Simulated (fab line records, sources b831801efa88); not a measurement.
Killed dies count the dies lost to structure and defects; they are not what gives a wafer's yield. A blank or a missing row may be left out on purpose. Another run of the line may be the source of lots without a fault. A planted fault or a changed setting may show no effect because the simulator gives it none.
A lot that was struck, set against a sound lot -- flow sfqLine -- 14 steps out of a route of 325
Sound: these wafers, L739.1, L739.3, L739.6. Struck: wafer L750.4 (left out: L750.3, L750.6 of the same lot, which were not struck); the cause appears at the end.
Per side, at each step with rows, come the tool, then ch with its chambers, and then its first start. Under that, the readings that differ: sound wafers -- struck wafers -- difference of the means -- sigmas: that difference in standard deviations of wafers without a fault.
alike: readings whose means differ by less than 2 such deviations, and words and numbers that are the same on both sides. not compared: withheld readings, readings that some wafer has no value for, bounds like >300 that may hide the same value, and numbers for which the record gives no deviation and whose values overlap.
A row with sigmas, a row that says differs or no value, or rows on one side alone: a step with any of these is where the two part. When numbers do not overlap yet have no deviation, they are printed without sigmas and do not part them. Lack of a reading on every wafer of one side parts them only where that side has two or more wafers.

SFQ_INCOMING_BOW_MEAS_900:
  sound on filmMetro-01, day 1 10:00; struck on filmMetro-02, day 3 17:02
  alike: INCOMING_BOW
then, 1 step without rows for these wafers: SFQ_TRILAYER_INCOMING_OXIDATION_002 (target thk 500 nm, ox time 4939 s).
SFQ_TRILAYER_L0_DEP_SPUTTER_003: material MoNx KI, target thk 40 nm, time 100 s.
  sound on pvdSputter-03, day 1 12:29; struck on pvdSputter-03, day 3 19:29
  alike: throttleValvePct
SFQ_L0_RS_MEAS_901: a four-point-probe measurement.
  sound on filmMetro-04, day 1 12:34; struck on filmMetro-01, day 3 19:36
reading,sound,struck,difference,sigmas
L0_MONX_KI_RS (ohm/sq),43.8 43.5 43.2,49.6,+6.1,+11
SFQ_L0_THK_MEAS_902: measures by xrf.
  sound on filmMetro-04, day 1 12:41; struck on filmMetro-01, day 3 19:42
reading,sound,struck,difference,sigmas
L0_MONX_KI_THK (nm),40.4 40.7 41.2,36.6,-4.2,-8
then, 6 steps without rows for these wafers: SFQ_TRILAYER_L0_LITHO_COAT_010 (resist thk 62 nm); SFQ_TRILAYER_L0_LITHO_COAT_005 (resist thk 595 nm); SFQ_TRILAYER_L0_LITHO_SOFTBAKE_009; SFQ_TRILAYER_L0_LITHO_EXPOSE_006 (exposes mask L0, target cd 2000 nm); SFQ_TRILAYER_L0_LITHO_PEB_008 (peb time 60 s); SFQ_TRILAYER_L0_LITHO_DEVELOP_007 (time 60 s).
SFQ_TRILAYER_L0_BARC_OPEN_METAL_ETCH_010: etches BARC in O2, target depth 125 nm, time 41.7 s.
  sound on rieMetal-02 ch 0,1, day 2 10:29; struck on rieMetal-04 ch 1, day 4 19:07
reading,sound,struck,difference,sigmas
oesProductAu (a.u.),0.693 0.685 0.691,0.679,-0.011,-2
  alike: drypumpMotorCurrentA
  not compared: rfHoursCounterH
SFQ_TRILAYER_L0_ETCH_METAL_ETCH_008: etches MoNx KI in SF6/O2, stops on SiO2, target depth 50 nm, time 25 s.
  sound on rieMetal-02 ch 0,1, day 2 10:32; struck on rieMetal-04 ch 1, day 4 19:11
reading,sound,struck,difference,sigmas
oesProductAu (a.u.),0.874 0.877 0.874,0.813,-0.062,-8
  alike: drypumpMotorCurrentA
  not compared: rfHoursCounterH
SFQ_TRILAYER_L0_STRIP_STRIP_009: strips in O2.
  sound on rieMetal-02 ch 0,1, day 2 10:35; struck on rieMetal-04 ch 1, day 4 19:25
  alike: drypumpMotorCurrentA, oesProductAu
  not compared: rfHoursCounterH

== WHERE THEY PART ==
At SFQ_L0_RS_MEAS_901 first; at SFQ_TRILAYER_L0_ETCH_METAL_ETCH_008 last (within this record only). Later steps at which nothing parts them and some readings are alike: SFQ_TRILAYER_L0_STRIP_STRIP_009.

WHY: the cause the simulator had injected
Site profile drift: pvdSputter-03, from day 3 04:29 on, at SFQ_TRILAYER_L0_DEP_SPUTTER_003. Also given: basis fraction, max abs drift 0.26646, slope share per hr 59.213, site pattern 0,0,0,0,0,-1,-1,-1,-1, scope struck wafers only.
